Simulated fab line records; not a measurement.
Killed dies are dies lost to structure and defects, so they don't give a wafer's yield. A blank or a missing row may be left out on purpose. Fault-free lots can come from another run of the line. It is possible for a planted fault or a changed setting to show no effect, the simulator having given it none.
fab line records    flow sky130
record lots=12  wafers=36  last-day=50
route steps=708 shown RES_PROTECT@214 POLY_GATE@230 LDD_HVP@282 PAD_OPEN@708
lots untouched by any fault: they come from a run of this same line in which no faults occurred
start-h: start of the lot's first displayed wafer, in hours after the record's first day    wait-h: hours since the lot's step before    " repeats the value in the row above    L1.1+2: one row covering several wafers at once    - no value, or no start given    * or withheld: withheld    < > ~ a bound
route shown NAME@n: a module of which the file shows steps, and the number in the route of the first    usual: the fault-free wafers' mean and standard deviation    same: alike in all rows    chamber/n: place in a boat    sites: the reading at each site    _std_site: the values' standard deviation    _edge_site: inner sites' mean taken away from outer sites' mean    radius-mm: how far each site lies from the wafer's centre    mask NAME#n: copy n    behind: the tool/chamber that last shaped the wafer    hold: why the lot went on hold/how many hours it stayed there/how the hold came to an end    device: names the non-switching transistor (n, p or np)    end of line: tests run on the same wafers once the route is complete    where a step has no rows: the recipe by itself    killed: dies lost to structure and defects at the first sort, not the wafer's yield    map: per-die view of a wafer (x killed, . not killed, _ where there is no die)
set.NAME: the run value of the setting; set.NAME@STEP: its run value at that earlier step    model.NAME: the simulator's own value behind a step, which no gauge read
the route's steps for a sample of lots (tables are steps, rows are wafers)
services: a tool's chamber out of use, with start hour (start-h, from the record's first day; less than 0 if before it), hours out, and reason
## steps
# step SKY_RES_PROTECT_STRIP_07
# recipe chemistry=O2/N2  power-w=1400  pressure-mtorr=1500  platen-temp-c=withheld  o2-flow-sccm=3000  n2-flow-sccm=300  overash-fraction=0.5
# usual drypump-motor-current-A=5.7/0.44  oes-product-au=0.518/0.0047  strip-time-to-endpoint-s=23.29/0.04
lot.wafer  tool             chamber  start-h  wait-h  drypump-motor-current-A  oes-product-au  rf-hours-counter-h  strip-time-to-endpoint-s
L277.1     plasma-asher-03  1        339.55   0.1     6.0                      0.521           56                  23.29
L277.2     "                0        "        "       5.1                      0.527           56                  23.28
L277.5     "                1        "        "       6.0                      0.518           -                   23.30
L278.2     plasma-asher-03  1        347.40   0.1     6.0                      0.516           57                  23.26
L278.3     "                1        "        "       6.0                      0.519           -                   23.32
L278.4     "                0        "        "       5.0                      0.513           -                   23.26
L280.2     plasma-asher-03  1        374.50   0.1     6.0                      0.510           59                  23.30
L280.3     "                0        "        "       5.1                      0.519           -                   23.30
L280.5     "                0        "        "       5.1                      0.518           -                   23.30
L283.3     plasma-asher-03  0        393.71   0.1     5.0                      0.520           -                   23.24
L283.4     "                1        "        "       6.0                      0.514           -                   23.26
L283.5     "                0        "        "       5.0                      0.515           -                   23.33
L287.1     plasma-asher-03  1        438.35   0.1     6.0                      0.514           66                  23.31
L287.3     "                1        "        "       6.1                      0.518           -                   23.36
L287.5     "                1        "        "       6.0                      0.528           -                   23.33
L293.1     plasma-asher-02  0        483.55   0.1     5.6                      0.520           5                   23.28
L293.4     "                0        "        "       5.6                      0.509           -                   23.31
L293.5     "                0        "        "       5.6                      0.523           -                   23.21
L294.2     plasma-asher-01  0        489.25   0.1     6.3                      0.522           77                  23.27
L294.4     "                0        "        "       6.4                      0.524           -                   23.26
L294.6     "                1        "        "       5.4                      0.517           -                   23.24
L295.1     plasma-asher-01  1        501.15   0.1     5.4                      0.522           79                  23.24
L295.2     "                0        "        "       6.4                      0.517           79                  23.29
L295.4     "                0        "        "       6.4                      0.515           -                   23.27
L296.1     plasma-asher-02  0        513.25   0.1     5.6                      0.514           8                   23.30
L296.2     "                1        "        "       5.8                      0.522           8                   23.26
L296.6     "                1        "        "       5.8                      0.516           -                   23.31
L298.1     plasma-asher-03  1        527.68   0.1     6.0                      0.513           74                  23.24
L298.3     "                1        "        "       6.0                      0.517           -                   23.28
L298.5     "                0        "        "       5.1                      0.515           -                   23.26
L299.1     plasma-asher-03  1        528.63   0.1     6.0                      0.518           74                  23.36
L299.5     "                0        "        "       5.0                      0.515           -                   23.32
L299.6     "                1        "        "       6.0                      0.515           -                   23.39
L300.2     plasma-asher-02  1        531.30   0.1     5.8                      0.519           10                  23.27
L300.3     "                0        "        "       5.6                      0.514           -                   23.27
L300.4     "                1        "        "       5.8                      0.516           -                   23.24
# step SKY_POLY_GATE_ETCH_16
# recipe stop-on=poly-Si  chemistry=CH3F/O2  target=Si3N4  source-w=400  bias-w=80  pressure-mtorr=25  ch3f-flow-sccm=40  O2_flow_sccm=30  time-s=147.5  target-depth-a=750
# usual ch3f-flow-sccm=39.99/0.11  drypump-motor-current-A=5.7/0.47  oes-product-au=0.641/0.0057  rf-fwd-power-W=398.2/1.3  throttle-valve-pct=10.535/0.0086
lot.wafer  tool         chamber  start-h  wait-h  ch3f-flow-sccm  drypump-motor-current-A  oes-product-au  rf-fwd-power-W  rf-hours-counter-h  throttle-valve-pct
L277.1     rie-diel-02  3        371.32   0.0     40.11           5.6                      0.641           397.8           65                  10.530
L277.2     "            2        "        "       39.83           5.3                      0.644           399.6           75                  10.533
L277.5     "            1        "        "       39.89           5.6                      0.644           398.3           -                   10.546
L278.2     rie-diel-03  3        378.14   0.0     40.05           4.7                      0.629           397.5           2                   10.531
L278.3     "            0        "        "       39.88           5.7                      0.629           399.1           0                   10.518
L278.4     "            2        "        "       40.05           5.8                      0.629           399.9           4                   10.525
L280.2     rie-diel-04  0        407.43   0.0     40.12           5.7                      0.632           396.9           3                   10.529
L280.3     "            1        "        "       40.23           6.3                      0.652           395.9           14                  10.543
L280.5     "            3        "        "       40.01           5.8                      0.638           398.6           -                   10.544
L283.3     rie-diel-03  0        424.92   0.0     39.70           5.7                      0.634           398.1           1                   10.548
L283.4     "            1        "        "       39.99           5.5                      0.634           401.0           8                   10.532
L283.5     "            2        "        "       39.86           5.8                      0.635           397.6           -                   10.536
L287.1     rie-diel-04  1        471.37   0.0     40.00           6.3                      0.634           398.5           15                  10.539
L287.3     "            3        "        "       40.10           5.8                      0.636           396.0           81                  10.533
L287.5     "            1        "        "       39.92           6.3                      0.649           397.3           -                   10.535
L293.1     rie-diel-03  2        516.63   0.0     39.95           5.7                      0.647           398.8           7                   10.528
L293.4     "            0        "        "       40.06           5.7                      0.646           399.8           3                   10.534
L293.5     "            3        "        "       39.99           4.7                      0.639           398.3           -                   10.540
L294.2     rie-diel-02  1        522.24   0.0     39.85           5.6                      0.641           397.5           81                  10.552
L294.4     "            0        "        "       40.01           6.3                      0.636           400.9           3                   10.530
L294.6     "            3        "        "       40.23           5.6                      0.639           397.8           -                   10.536
L295.1     rie-diel-04  3        533.19   0.0     40.20           5.9                      0.647           400.0           83                  10.530
L295.2     "            2        "        "       39.94           6.3                      0.636           398.8           5                   10.539
L295.4     "            0        "        "       39.99           5.6                      0.634           401.4           6                   10.541
L296.1     rie-diel-03  1        546.37   0.0     39.97           5.5                      0.634           395.7           11                  10.533
L296.2     "            0        "        "       40.04           5.7                      0.641           398.3           4                   10.540
L296.6     "            2        "        "       40.16           5.8                      0.641           397.5           -                   10.542
L298.1     rie-diel-04  3        560.18   0.0     39.97           5.9                      0.650           397.4           83                  10.532
L298.3     "            1        "        "       40.05           6.3                      0.638           397.7           16                  10.528
L298.5     "            3        "        "       40.07           5.8                      0.641           397.4           -                   10.538
L299.1     rie-diel-03  2        561.73   0.0     40.02           5.8                      0.645           400.5           8                   10.534
L299.5     "            0        "        "       40.01           5.7                      0.642           397.5           -                   10.527
L299.6     "            3        "        "       39.97           4.7                      0.637           395.9           -                   10.539
L300.2     rie-diel-02  0        564.49   0.0     39.96           6.3                      0.640           398.9           3                   10.555
L300.3     "            1        "        "       40.05           5.6                      0.642           398.7           0                   10.547
L300.4     "            3        "        "       39.80           5.7                      0.653           398.5           68                  10.534
# step SKY_POLY_GATE_CD_MEAS_22
# usual cd-nm=149.8/2.6
lot.wafer  tool       chamber  start-h  wait-h  cd-nm
L277.1     cd-sem-01  -        375.97   0.1     154.1
L277.2     "          -        "        "       154.3
L277.5     "          -        "        "       150.9
L278.2     cd-sem-01  -        381.36   0.1     151.7
L278.3     "          -        "        "       153.8
L278.4     "          -        "        "       148.7
L280.2     cd-sem-02  -        411.30   0.1     152.3
L280.3     "          -        "        "       149.0
L280.5     "          -        "        "       146.3
L283.3     cd-sem-02  -        429.55   0.1     148.4
L283.4     "          -        "        "       150.8
L283.5     "          -        "        "       149.4
L287.1     cd-sem-01  -        472.98   0.1     150.9
L287.3     "          -        "        "       147.7
L287.5     "          -        "        "       149.8
L293.1     cd-sem-02  -        519.31   0.1     151.2
L293.4     "          -        "        "       151.0
L293.5     "          -        "        "       150.9
L294.2     cd-sem-01  -        523.93   0.1     149.5
L294.4     "          -        "        "       155.3
L294.6     "          -        "        "       148.5
L295.1     cd-sem-01  -        535.99   0.1     148.3
L295.2     "          -        "        "       150.2
L295.4     "          -        "        "       154.0
L296.1     cd-sem-01  -        547.98   0.1     149.7
L296.2     "          -        "        "       149.2
L296.6     "          -        "        "       149.7
L298.1     cd-sem-02  -        562.78   0.1     149.3
L298.3     "          -        "        "       149.9
L298.5     "          -        "        "       151.0
L299.1     cd-sem-02  -        564.03   0.1     149.3
L299.5     "          -        "        "       150.8
L299.6     "          -        "        "       152.5
L300.2     cd-sem-01  -        566.13   0.1     147.9
L300.3     "          -        "        "       143.7
L300.4     "          -        "        "       149.3
# step SKY_LDD_HVP_EXPOSE_04
# recipe mask-id=HVPTM  na=0.6  source-shape=conventional  sigma-outer=0.6  polarization=unpolarized  target-cd-nm=700  dose-mj=86
# usual stage-vel-mm-s=500.05/0.26
lot.wafer  tool              chamber  start-h  wait-h  mask        stage-vel-mm-s
L277.1     iline-stepper-01  0        483.17   -       HVPTM#0     500.09
L277.2     "                 0        "        "       HVPTM#0     500.06
L277.5     "                 0        "        "       HVPTM#0     500.00
L278.2     iline-stepper-02  0        490.72   -       HVPTM#0     500.29
L278.3     "                 0        "        "       HVPTM#0     500.03
L278.4     "                 0        "        "       HVPTM#0     499.96
L280.2     iline-stepper-02  0        521.32   -       HVPTM#0     500.46
L280.3     "                 0        "        "       HVPTM#0     500.34
L280.5     "                 0        "        "       HVPTM#0     500.13
L283.3     iline-stepper-02  0        539.97   -       HVPTM_R1#0  499.82
L283.4     "                 0        "        "       HVPTM_R1#0  499.65
L283.5     "                 0        "        "       HVPTM_R1#0  499.74
L287.1     iline-stepper-02  0        583.73   -       HVPTM#0     500.71
L287.3     "                 0        "        "       HVPTM#0     500.36
L287.5     "                 0        "        "       HVPTM#0     500.12
L293.1     iline-stepper-02  0        627.03   -       HVPTM#0     499.79
L293.4     "                 0        "        "       HVPTM#0     499.74
L293.5     "                 0        "        "       HVPTM#0     499.93
L294.2     iline-stepper-01  0        631.35   -       HVPTM#0     500.41
L294.4     "                 0        "        "       HVPTM#0     500.16
L294.6     "                 0        "        "       HVPTM#0     500.24
L295.1     iline-stepper-02  0        641.85   -       HVPTM#0     500.01
L295.2     "                 0        "        "       HVPTM#0     500.19
L295.4     "                 0        "        "       HVPTM#0     500.12
L296.1     iline-stepper-01  0        653.92   -       HVPTM#0     499.95
L296.2     "                 0        "        "       HVPTM#0     500.39
L296.6     "                 0        "        "       HVPTM#0     500.11
L298.1     iline-stepper-02  0        667.47   -       HVPTM#0     499.39
L298.3     "                 0        "        "       HVPTM#0     499.52
L298.5     "                 0        "        "       HVPTM#0     499.74
L299.1     iline-stepper-01  0        669.75   -       HVPTM#0     500.10
L299.5     "                 0        "        "       HVPTM#0     500.07
L299.6     "                 0        "        "       HVPTM#0     499.96
L300.2     iline-stepper-02  0        671.65   -       HVPTM#0     500.35
L300.3     "                 0        "        "       HVPTM#0     500.54
L300.4     "                 0        "        "       HVPTM#0     500.27
# step SKY_PAD_OPEN_PROBE_99
# usual killed_at_M0_to_M3=43/7.5  killed_at_M4_up=3.2/1.9  killed-at-contacts=24/4.9  killed-at-front-end=15/4.3  killed-at-other=0.4/0.72  killed-dies=86/9.1  killed-open=47/6.5  killed-short=39/6.5
# same gross-dies=492  killed-at-back-side=0
lot.wafer  tool       chamber  start-h  wait-h  killed_at_M0_to_M3  killed_at_M4_up  killed-at-contacts  killed-at-front-end  killed-at-other  killed-dies  killed-open  killed-short
L277.1     prober-02  -        1086.08  0.1     30                  5                28                  19                   1                83           47           36
L277.2     prober-02  -        1086.13  0.1     38                  6                30                  17                   0                91           50           41
L277.5     prober-02  -        1086.28  0.2     45                  1                34                  13                   0                93           60           33
L278.2     prober-01  -        1092.26  0.1     43                  5                33                  11                   0                92           49           43
L278.3     prober-01  -        1092.31  0.2     55                  5                22                  10                   0                92           47           44
L278.4     prober-01  -        1092.36  0.2     44                  2                31                  21                   0                98           49           47
L283.3     prober-02  -        1123.52  0.2     36                  0                27                  17                   3                83           49           34
L283.4     prober-02  -        1123.57  0.2     49                  3                23                  13                   0                88           44           44
L283.5     prober-02  -        1123.62  0.2     38                  6                31                  15                   0                90           47           43
L287.1     prober-02  -        1150.99  0.1     47                  2                24                  15                   1                89           56           33
L287.3     prober-02  -        1151.09  0.2     40                  5                20                  10                   1                76           43           33
L287.5     prober-02  -        1151.19  0.2     45                  2                22                  9                    0                78           50           28
L294.2     prober-01  -        1184.20  0.1     30                  2                22                  8                    0                62           33           29
L294.4     prober-01  -        1184.30  0.2     33                  1                29                  12                   0                75           37           37
L294.6     prober-01  -        1184.40  0.2     38                  2                27                  18                   0                85           45           40
L299.1     prober-02  -        1206.39  0.1     44                  3                33                  12                   1                93           57           34
L299.5     prober-02  -        1206.59  0.2     32                  4                20                  14                   3                73           35           36
L299.6     prober-02  -        1206.64  0.2     33                  5                20                  16                   0                74           35           39
# killed by level:class
L277.1 CONTACT:geometric-particle:open=14 VIA1:geometric-particle:open=7 VIA3:geometric-particle:open=6 CONTACT:geometric-particle:short=6 FIELD_ISO:geometric-particle:short=5 POLY_GATE:geometric-particle:short=5 LI_CONTACT:geometric-particle:open=5 POLY_GATE:geometric-particle:open=4
L277.2 CONTACT:geometric-particle:open=10 VIA1:geometric-particle:open=10 LI_CONTACT:geometric-particle:open=6 VIA3:geometric-particle:open=6 POLY_GATE:geometric-particle:open=5 LI_CONTACT:geometric-particle:short=5 LOCAL_INTERCONNECT:geometric-particle:short=5 METAL4:geometric-particle:short=5
L277.5 CONTACT:geometric-particle:open=16 VIA3:geometric-particle:open=9 VIA1:geometric-particle:open=9 LI_CONTACT:geometric-particle:open=8 LOCAL_INTERCONNECT:geometric-particle:short=6 VIA2:geometric-particle:open=5 METAL1:geometric-particle:short=5 FIELD_ISO:geometric-particle:open=4
L278.2 CONTACT:geometric-particle:open=13 VIA1:geometric-particle:open=10 LI_CONTACT:geometric-particle:open=9 VIA1:geometric-particle:short=6 VIA2:geometric-particle:open=6 VIA3:geometric-particle:open=5 LOCAL_INTERCONNECT:geometric-particle:short=5 METAL2:geometric-particle:short=4
L278.3 VIA2:geometric-particle:open=10 LI_CONTACT:geometric-particle:open=8 METAL1:geometric-particle:short=7 VIA1:geometric-particle:open=7 METAL2:geometric-particle:short=7 CONTACT:geometric-particle:open=4 POLY_GATE:geometric-particle:short=4 CONTACT:geometric-particle:short=4
L278.4 CONTACT:geometric-particle:open=13 VIA1:geometric-particle:open=10 LI_CONTACT:geometric-particle:open=7 VIA1:geometric-particle:short=6 VIA2:geometric-particle:open=6 FIELD_ISO:geometric-particle:short=5 METAL2:geometric-particle:short=5 FIELD_ISO:geometric-particle:open=5
L283.3 VIA3:geometric-particle:open=10 CONTACT:geometric-particle:open=10 VIA1:geometric-particle:open=7 VIA1:geometric-particle:short=7 LI_CONTACT:geometric-particle:open=6 FIELD_ISO:geometric-particle:short=5 METAL2:geometric-particle:short=5 LOCAL_INTERCONNECT:geometric-particle:open=4
L283.4 VIA3:geometric-particle:open=11 CONTACT:geometric-particle:short=7 VIA2:geometric-particle:open=6 METAL2:geometric-particle:short=5 VIA1:geometric-particle:short=5 LI_CONTACT:geometric-particle:open=5 CONTACT:geometric-particle:open=5 METAL1:geometric-particle:short=5
L283.5 CONTACT:geometric-particle:open=12 VIA1:geometric-particle:open=11 VIA2:geometric-particle:open=7 LI_CONTACT:geometric-particle:short=6 FIELD_ISO:geometric-particle:short=5 POLY_GATE:geometric-particle:short=5 LI_CONTACT:geometric-particle:open=5 CONTACT:geometric-particle:short=5
L287.1 VIA1:geometric-particle:open=12 LI_CONTACT:geometric-particle:open=10 CONTACT:geometric-particle:open=8 VIA3:geometric-particle:open=7 VIA1:geometric-particle:short=6 VIA2:geometric-particle:open=6 METAL2:geometric-particle:short=5 FIELD_ISO:geometric-particle:open=4
L287.3 VIA1:geometric-particle:open=10 VIA3:geometric-particle:open=6 VIA2:geometric-particle:open=6 POLY_GATE:geometric-particle:open=5 LI_CONTACT:geometric-particle:open=5 CONTACT:geometric-particle:open=5 CONTACT:geometric-particle:short=4 VIA3:geometric-particle:short=4
L287.5 VIA1:geometric-particle:open=19 CONTACT:geometric-particle:open=8 VIA2:geometric-particle:open=8 LI_CONTACT:geometric-particle:open=7 FIELD_ISO:geometric-particle:short=5 METAL2:geometric-particle:short=4 VIA1:geometric-particle:short=4 LOCAL_INTERCONNECT:geometric-particle:short=3
L294.2 VIA1:geometric-particle:open=9 CONTACT:geometric-particle:open=8 LI_CONTACT:geometric-particle:open=7 METAL1:geometric-particle:short=4 METAL2:geometric-particle:short=4 POLY_GATE:geometric-particle:short=3 LOCAL_INTERCONNECT:geometric-particle:short=3 VIA2:geometric-particle:open=3
L294.4 LI_CONTACT:geometric-particle:open=8 VIA1:geometric-particle:open=6 LOCAL_INTERCONNECT:geometric-particle:short=6 CONTACT:geometric-particle:open=6 VIA3:geometric-particle:short=6 LI_CONTACT:geometric-particle:short=5 VIA2:geometric-particle:open=5 POLY_GATE:geometric-particle:open=4
L294.6 LI_CONTACT:geometric-particle:open=8 VIA3:geometric-particle:open=8 CONTACT:geometric-particle:open=7 VIA1:geometric-particle:open=7 FIELD_ISO:geometric-particle:short=5 METAL2:geometric-particle:short=5 LOCAL_INTERCONNECT:geometric-particle:short=5 METAL3:geometric-particle:short=5
L299.1 CONTACT:geometric-particle:open=17 VIA1:geometric-particle:open=12 LI_CONTACT:geometric-particle:open=6 POLY_GATE:geometric-particle:open=5 LOCAL_INTERCONNECT:geometric-particle:short=5 VIA1:geometric-particle:short=5 VIA3:geometric-particle:open=5 VIA2:geometric-particle:open=5
L299.5 CONTACT:geometric-particle:open=10 VIA1:geometric-particle:open=7 POLY_GATE:geometric-particle:short=6 VIA3:geometric-particle:open=6 METAL2:geometric-particle:short=5 CONTACT:geometric-particle:short=4 METAL1:geometric-particle:short=4 POLY_GATE:geometric-particle:open=3
L299.6 CONTACT:geometric-particle:open=10 FIELD_ISO:geometric-particle:open=8 METAL1:geometric-particle:short=7 CONTACT:geometric-particle:short=6 VIA3:geometric-particle:open=5 METAL4:geometric-particle:short=5 VIA1:geometric-particle:open=4 VIA2:geometric-particle:short=4
## services
tool              chamber  start-h  hours  kind
rie-diel-03       1        361.95   11.5   repair
rie-diel-04       0        375.27   2.9    repair
iline-stepper-02  -        390.45   1.7    pm
plasma-asher-02   -        421.25   9.0    pm
iline-stepper-01  -        423.63   36.0   repair
rie-diel-03       1        441.51   3.4    repair
iline-stepper-01  -        459.62   1.7    pm
plasma-asher-03   -        484.67   0.5    repair
rie-diel-03       -        542.35   1.7    repair
rie-diel-04       0        546.95   48.0   repair
rie-diel-04       2        547.59   5.2    repair
iline-stepper-01  -        551.68   2.1    pm
iline-stepper-01  -        556.45   0.8    repair
iline-stepper-02  -        568.11   5.8    repair
plasma-asher-01   -        573.90   4.4    repair
rie-diel-03       0        583.52   9.7    repair
rie-diel-02       1        598.01   4.8    repair
iline-stepper-02  -        608.64   1.7    pm
iline-stepper-02  -        613.77   0.7    repair
rie-diel-04       3        623.22   4.8    repair
rie-diel-02       2        631.07   7.3    repair
rie-diel-03       -        663.12   0.9    repair
rie-diel-04       -        664.64   1.8    repair
iline-stepper-01  -        665.87   1.7    pm
## key
first-sign step=SKY_LDD_HVP_EXPOSE_04  reading=mask  direction=changed
effect none on later readings
met-at SKY_LDD_HVP_EXPOSE_04
struck-lots L283
tester-left-out L283
not-acting-at SKY_RES_PROTECT_STRIP_07,SKY_POLY_GATE_ETCH_16,SKY_POLY_GATE_CD_MEAS_22
onset-between 521.32 539.97
fault kind=wrong-mask  tool=any  chamber=-  onset-h=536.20  steps=SKY_LDD_HVP_EXPOSE_04  aux-copy=HVPTM_R1#0  cd-offset-nm=49  scope=struck-lots-only
# tester-left-out: of these lots the tester's yield and bins aren't shown, on N5 and GAA mostly nor the transistor test; their killed dies are dies lost to structure and defects alone, not to doping, threshold or leakage, so they don't give the yield
